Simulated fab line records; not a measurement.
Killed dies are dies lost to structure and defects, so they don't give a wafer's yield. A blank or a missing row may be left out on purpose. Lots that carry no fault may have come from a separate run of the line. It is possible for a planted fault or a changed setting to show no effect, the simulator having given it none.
fab line records -- flow gf180mcu
record lots=14, wafers=42, last-day=32
route steps=602 shown V1@358 M2@373 V2@398
lots with no fault: from the same line, run without faults
start-h: hours from the record's first day to the start of the lot's first wafer shown -- wait-h: how many hours have passed since the lot's step before this one -- " as in the row above -- L1.1+2: a row that stands for several wafers -- - no value, or no start given -- * or withheld: withheld -- < > ~ a bound
route shown NAME@n: NAME is a module with steps in the file, n the number in the route of the first one -- usual: mean/standard deviation taken from wafers without a fault -- same: alike in all rows -- chamber/n: place in a boat -- sites: readings site by site -- _std_site: the standard deviation of these -- _edge_site: mean of outer sites minus mean of inner sites -- radius-mm: how far each site lies from the wafer's centre -- mask NAME#n: copy n -- behind: tool/chamber where the wafer was last shaped -- hold: cause of the lot's hold/its duration in hours/its outcome -- device: whichever transistor did not switch (one of n, p or np) -- end of line: tests run on the same wafers once the route is complete -- where a step has no rows: the recipe by itself -- killed: the dies lost at the first sort to structure and to defects; this is not the yield of the wafer -- map: the dies of a wafer, with x for killed, . for not killed, _ for no die there
set.NAME: the setting as run; set.NAME@STEP: as run at that earlier step -- model.NAME: the simulator's own value behind a step, which no gauge read
route steps across a sampled set of lots; one table per step, one row per wafer
services: from which hour (start-h, from the record's first day; less than 0 if before it) a tool's chamber was out of use, for how many hours, and why
## steps
# step GF_V1_CVD_23
# recipe material=W, target-thk-nm=350, time-s=105.05, temp-c=400, pressure-torr=40
# usual heater-power-w=822/83
lot.wafer,tool,chamber,start-h,wait-h,heater-power-w
L103.1,cvd-w-02,1,401.79,0.0,800
L103.5,cvd-w-02,1,401.79,0.0,814
L103.6,cvd-w-02,0,401.79,0.0,802
L105.2,cvd-w-01,0,430.36,0.0,719
L105.3,cvd-w-01,0,430.36,0.0,729
L105.5,cvd-w-01,1,430.36,0.0,916
L104.2,cvd-w-02,0,431.74,0.0,806
L104.5,cvd-w-02,1,431.74,0.0,799
L104.6,cvd-w-02,0,431.74,0.0,800
L106.2,cvd-w-01,0,442.59,0.0,726
L106.4,cvd-w-01,0,442.59,0.0,726
L106.6,cvd-w-01,0,442.59,0.0,728
L107.2,cvd-w-01,1,450.21,0.0,926
L107.3,cvd-w-01,1,450.21,0.0,936
L107.4,cvd-w-01,0,450.21,0.0,741
L109.2,cvd-w-02,1,473.07,0.0,802
L109.5,cvd-w-02,0,473.07,0.0,835
L109.6,cvd-w-02,1,473.07,0.0,817
L112.2,cvd-w-01,0,481.86,0.0,731
L112.3,cvd-w-01,0,481.86,0.0,723
L112.4,cvd-w-01,1,481.86,0.0,935
L113.2,cvd-w-01,0,490.62,0.0,724
L113.3,cvd-w-01,0,490.62,0.0,700
L113.5,cvd-w-01,1,490.62,0.0,898
L114.1,cvd-w-01,1,501.61,0.0,943
L114.2,cvd-w-01,0,501.61,0.0,718
L114.5,cvd-w-01,1,501.61,0.0,921
L115.1,cvd-w-01,0,522.39,0.0,727
L115.2,cvd-w-01,1,522.39,0.0,952
L115.6,cvd-w-01,0,522.39,0.0,715
L116.2,cvd-w-02,1,523.93,0.0,794
L116.4,cvd-w-02,1,523.93,0.0,812
L116.5,cvd-w-02,1,523.93,0.0,817
L117.1,cvd-w-02,1,534.34,0.0,831
L117.2,cvd-w-02,1,534.34,0.0,820
L117.3,cvd-w-02,1,534.34,0.0,822
L121.1,cvd-w-01,0,565.60,0.0,724
L121.4,cvd-w-01,0,565.60,0.0,721
L121.5,cvd-w-01,1,565.60,0.0,902
L123.1,cvd-w-01,0,578.41,0.0,735
L123.5,cvd-w-01,0,578.41,0.0,729
L123.6,cvd-w-01,1,578.41,0.0,922
# step GF_M2_EXPOSE_11
# recipe mask-id=Metal2, target-cd-nm=280, na=0.68, source-shape=conventional, sigma-outer=0.6, dose-mj=28
# usual exposure-dose-mJ-cm2=28.000/0.023, focus-offset-nm=0.0/0.43, reticle-temp-C=22.97/0.1, stage-vel-mm-s=500.03/0.23
lot.wafer,tool,chamber,start-h,wait-h,mask,exposure-dose-mJ-cm2,focus-offset-nm,reticle-temp-C,stage-vel-mm-s
L103.1,krf-scanner-01,0,414.66,-,Metal2#0,28.000,-0.7,22.96,500.24
L103.5,krf-scanner-01,0,414.66,-,Metal2#0,27.972,0.1,22.80,499.98
L103.6,krf-scanner-01,0,414.66,-,Metal2#0,27.988,0.3,22.89,500.03
L105.2,krf-scanner-02,0,444.35,-,Metal2#0,28.021,-1.0,22.95,499.78
L105.3,krf-scanner-02,0,444.35,-,Metal2#0,28.003,-0.7,22.90,499.98
L105.5,krf-scanner-02,0,444.35,-,Metal2#0,28.018,-0.7,22.75,500.07
L104.2,krf-scanner-01,0,444.59,-,Metal2#0,27.986,-0.4,23.06,500.17
L104.5,krf-scanner-01,0,444.59,-,Metal2#0,27.961,-0.1,22.99,499.58
L104.6,krf-scanner-01,0,444.59,-,Metal2#0,28.010,-0.2,23.17,499.22
L106.2,krf-scanner-02,0,454.71,-,Metal2#0,28.023,0.0,22.98,500.10
L106.4,krf-scanner-02,0,454.71,-,Metal2#0,27.973,0.2,23.15,500.23
L106.6,krf-scanner-02,0,454.71,-,Metal2#0,28.015,-0.1,23.09,500.23
L107.2,krf-scanner-01,0,461.13,-,Metal2#0,28.003,-0.1,23.03,500.03
L107.3,krf-scanner-01,0,461.13,-,Metal2#0,27.985,-0.5,23.11,500.37
L107.4,krf-scanner-01,0,461.13,-,Metal2#0,27.984,0.5,23.05,500.28
L109.2,krf-scanner-02,0,486.89,-,Metal2#0,28.023,0.0,22.86,500.24
L109.5,krf-scanner-02,0,486.89,-,Metal2#0,27.987,0.1,22.79,500.05
L109.6,krf-scanner-02,0,486.89,-,Metal2#0,28.005,0.4,22.93,499.99
L112.2,krf-scanner-01,0,494.96,-,Metal2#0,27.947,-0.2,23.11,499.94
L112.3,krf-scanner-01,0,494.96,-,Metal2#0,28.011,0.3,23.04,499.95
L112.4,krf-scanner-01,0,494.96,-,Metal2#0,28.020,0.1,23.05,500.22
L113.2,krf-scanner-02,0,504.23,-,Metal2#0,28.015,-0.9,22.97,500.15
L113.3,krf-scanner-02,0,504.23,-,Metal2#0,27.993,-0.1,23.01,500.15
L113.5,krf-scanner-02,0,504.23,-,Metal2#0,28.008,0.3,22.93,500.32
L114.1,krf-scanner-01,0,514.71,-,Metal2#0,28.001,-0.4,23.08,499.98
L114.2,krf-scanner-01,0,514.71,-,Metal2#0,27.996,-0.5,23.02,499.60
L114.5,krf-scanner-01,0,514.71,-,Metal2#0,27.974,-0.4,22.89,500.07
L115.1,krf-scanner-02,0,535.44,-,Metal2#0,28.009,0.2,23.05,500.23
L115.2,krf-scanner-02,0,535.44,-,Metal2#0,28.009,-0.3,22.99,500.36
L115.6,krf-scanner-02,0,535.44,-,Metal2#0,28.008,0.6,23.06,500.29
L116.2,krf-scanner-01,0,536.38,-,Metal2#0,28.030,0.2,23.02,499.69
L116.4,krf-scanner-01,0,536.38,-,Metal2#0,28.016,-0.6,23.01,499.78
L116.5,krf-scanner-01,0,536.38,-,Metal2#0,28.056,0.3,22.99,499.88
L117.1,krf-scanner-02,0,546.61,-,Metal2#0,28.005,-0.4,22.83,499.88
L117.2,krf-scanner-02,0,546.61,-,Metal2#0,27.956,1.2,22.97,499.92
L117.3,krf-scanner-02,0,546.61,-,Metal2#0,27.968,0.4,22.91,499.95
L121.1,krf-scanner-01,-,578.79,-,Metal2#0,-,-,-,-
L121.4,krf-scanner-01,-,578.79,-,Metal2#0,-,-,-,-
L121.5,krf-scanner-01,-,578.79,-,Metal2#0,-,-,-,-
L123.1,krf-scanner-01,-,589.84,-,Metal2#0,-,-,-,-
L123.5,krf-scanner-01,-,589.84,-,Metal2#0,-,-,-,-
L123.6,krf-scanner-01,-,589.84,-,Metal2#0,-,-,-,-
# step GF_V2_ETCH_16
# recipe chemistry=N2/H2, target-depth-a=withheld, overetch-a=withheld, time-s=withheld, target=BARC, ion-energy-ev=200, source-w=500, bias-w=100, pressure-mtorr=30, n2-flow-sccm=100, h2-flow-sccm=200
# usual drypump-motor-current-A=5.6/0.44, oes-product-au=0.854/0.0047, rf-fwd-power-W=494.2/2.6, throttle-valve-pct=13.225/0.0091
lot.wafer,tool,chamber,start-h,wait-h,drypump-motor-current-A,oes-product-au,rf-fwd-power-W,throttle-valve-pct
L103.1,rie-diel-03,2,451.40,0.0,6.0,0.857,489.4,13.233
L103.5,rie-diel-03,0,451.40,0.0,6.4,0.848,499.0,13.227
L103.6,rie-diel-03,1,451.40,0.0,5.3,0.853,495.3,13.217
L105.2,rie-diel-01,2,480.53,0.0,6.3,0.856,495.2,13.224
L105.3,rie-diel-01,1,480.53,0.0,5.3,0.860,495.2,13.218
L105.5,rie-diel-01,3,480.53,0.0,5.1,0.855,490.9,13.227
L104.2,rie-diel-03,1,481.98,0.0,5.2,0.857,490.7,13.223
L104.5,rie-diel-03,2,481.98,0.0,6.0,0.848,489.3,13.217
L104.6,rie-diel-03,1,481.98,0.0,5.2,0.852,492.5,13.224
L106.2,rie-diel-01,2,491.31,0.0,6.3,0.853,492.6,13.235
L106.4,rie-diel-01,1,491.31,0.0,5.3,0.850,494.1,13.220
L106.6,rie-diel-01,1,491.31,0.0,5.3,0.857,492.8,13.216
L107.2,rie-diel-01,1,497.98,0.0,5.3,0.855,498.4,13.231
L107.3,rie-diel-01,2,497.98,0.0,6.3,0.848,493.1,13.216
L107.4,rie-diel-01,3,497.98,0.0,5.1,0.853,490.9,13.234
L109.2,rie-diel-01,3,524.26,0.0,5.0,0.852,490.6,13.206
L109.5,rie-diel-01,0,524.26,0.0,5.3,0.857,497.0,13.220
L109.6,rie-diel-01,3,524.26,0.0,5.1,0.860,491.3,13.226
L112.2,rie-diel-01,1,533.04,0.0,5.3,0.857,493.5,13.226
L112.3,rie-diel-01,2,533.04,0.0,6.3,0.863,493.3,13.222
L112.4,rie-diel-01,3,533.04,0.0,5.1,0.855,492.1,13.225
L113.2,rie-diel-02,2,540.29,0.0,5.5,0.858,492.2,13.234
L113.3,rie-diel-02,1,540.29,0.0,6.3,0.851,498.5,13.233
L113.5,rie-diel-02,0,540.29,0.0,5.5,0.858,495.0,13.219
L114.1,rie-diel-01,0,551.54,0.0,5.3,0.857,495.7,13.221
L114.2,rie-diel-01,2,551.54,0.0,6.3,0.848,495.2,13.241
L114.5,rie-diel-01,2,551.54,0.0,6.3,0.859,492.2,13.227
L115.1,rie-diel-01,2,570.04,0.0,6.3,0.853,492.0,13.233
L115.2,rie-diel-01,0,570.04,0.0,5.3,0.853,497.7,13.230
L115.6,rie-diel-01,2,570.04,0.0,6.3,0.855,492.6,13.217
L116.2,rie-diel-02,0,571.74,0.0,5.5,0.846,497.9,13.252
L116.4,rie-diel-02,1,571.74,0.0,6.3,0.857,499.4,13.224
L116.5,rie-diel-02,2,571.74,0.0,5.5,0.861,492.8,13.226
L117.1,rie-diel-02,1,582.37,0.0,6.3,0.859,497.2,13.247
L117.2,rie-diel-02,2,582.37,0.0,5.5,0.853,494.0,13.227
L117.3,rie-diel-02,3,582.37,0.0,5.4,0.853,492.9,13.222
# step GF_V2_THK_MEAS_25
# recipe thk-meas-gauge=xrf, reads=W_of_V2_CVD_23
# usual V2_W_THK=346/5.1
lot.wafer,tool,chamber,start-h,wait-h,V2_W_THK[nm]
L103.1,film-metro-03,-,452.41,0.1,346
L103.5,film-metro-03,-,452.41,0.1,343
L103.6,film-metro-03,-,452.41,0.1,348
L105.2,film-metro-02,-,481.64,0.1,345
L105.3,film-metro-02,-,481.64,0.1,348
L105.5,film-metro-02,-,481.64,0.1,343
L104.2,film-metro-04,-,484.12,0.1,346
L104.5,film-metro-04,-,484.12,0.1,346
L104.6,film-metro-04,-,484.12,0.1,346
L106.2,film-metro-03,-,492.66,0.1,342
L106.4,film-metro-03,-,492.66,0.1,340
L106.6,film-metro-03,-,492.66,0.1,344
L107.2,film-metro-02,-,499.07,0.1,342
L107.3,film-metro-02,-,499.07,0.1,340
L107.4,film-metro-02,-,499.07,0.1,344
L109.2,film-metro-04,-,525.27,0.1,346
L109.5,film-metro-04,-,525.27,0.1,348
L109.6,film-metro-04,-,525.27,0.1,346
L112.2,film-metro-03,-,534.09,0.1,346
L112.3,film-metro-03,-,534.09,0.1,339
L112.4,film-metro-03,-,534.09,0.1,338
L113.2,film-metro-03,-,541.45,0.1,346
L113.3,film-metro-03,-,541.45,0.1,342
L113.5,film-metro-03,-,541.45,0.1,341
L114.1,film-metro-03,-,552.55,0.1,347
L114.2,film-metro-03,-,552.55,0.1,347
L114.5,film-metro-03,-,552.55,0.1,349
L115.1,film-metro-04,-,571.07,0.1,344
L115.2,film-metro-04,-,571.07,0.1,336
L115.6,film-metro-04,-,571.07,0.1,335
L116.2,film-metro-02,-,572.75,0.1,352
L116.4,film-metro-02,-,572.75,0.1,352
L116.5,film-metro-02,-,572.75,0.1,353
L117.1,film-metro-02,-,583.37,0.1,359
L117.2,film-metro-02,-,583.37,0.1,356
L117.3,film-metro-02,-,583.37,0.1,360
## services
tool,chamber,start-h,hours,kind
krf-scanner-01,-,386.46,0.8,pm
cvd-w-01,-,390.00,14.0,pm
krf-scanner-02,-,393.44,5.4,repair
rie-diel-01,2,394.85,3.2,repair
krf-scanner-02,-,398.82,0.8,pm
cvd-w-01,0,404.00,17.9,repair
cvd-w-02,1,406.90,3.4,repair
krf-scanner-02,-,412.96,4.4,pm
krf-scanner-01,-,431.77,0.8,repair
krf-scanner-02,-,436.05,3.5,repair
rie-diel-02,-,443.26,2.8,pm
krf-scanner-02,-,443.33,1.0,pm
rie-diel-02,2,453.74,8.9,repair
krf-scanner-02,-,461.84,1.3,pm
krf-scanner-02,-,464.00,2.3,repair
krf-scanner-01,-,468.08,1.0,pm
cvd-w-02,1,476.86,15.1,repair
cvd-w-02,-,489.12,14.6,pm
krf-scanner-01,-,493.49,1.3,pm
cvd-w-02,-,503.72,6.9,pm
cvd-w-02,0,531.91,18.8,repair
krf-scanner-01,-,555.26,0.8,pm
krf-scanner-02,-,563.13,0.8,pm
krf-scanner-02,-,576.76,6.8,repair
## key
first-sign step=GF_M2_EXPOSE_11, reading=tool-record, direction=missing
effect none on later readings
met-at GF_M2_EXPOSE_11
struck-lots L121,L123
later-rows-left-out L121.1,L121.4,L121.5,L123.1,L123.5,L123.6
sort-left-out L121.1,L121.4,L121.5,L123.1,L123.5,L123.6
not-acting-at GF_V1_CVD_23,GF_V2_ETCH_16,GF_V2_THK_MEAS_25
onset-between 536.38 578.79
fault kind=skipped-step-whole, tool=krf-scanner-01, chamber=-, onset-h=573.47, steps=GF_M2_EXPOSE_11, scope=struck-lots-only
# sort-left-out: the simulated sort isn't trusted on such a fault, so these wafers' sort isn't shown, and their yield isn't known
# later-rows-left-out: the simulator's readings of these wafers behind a module that went badly wrong aren't trusted and aren't shown, but for the sort
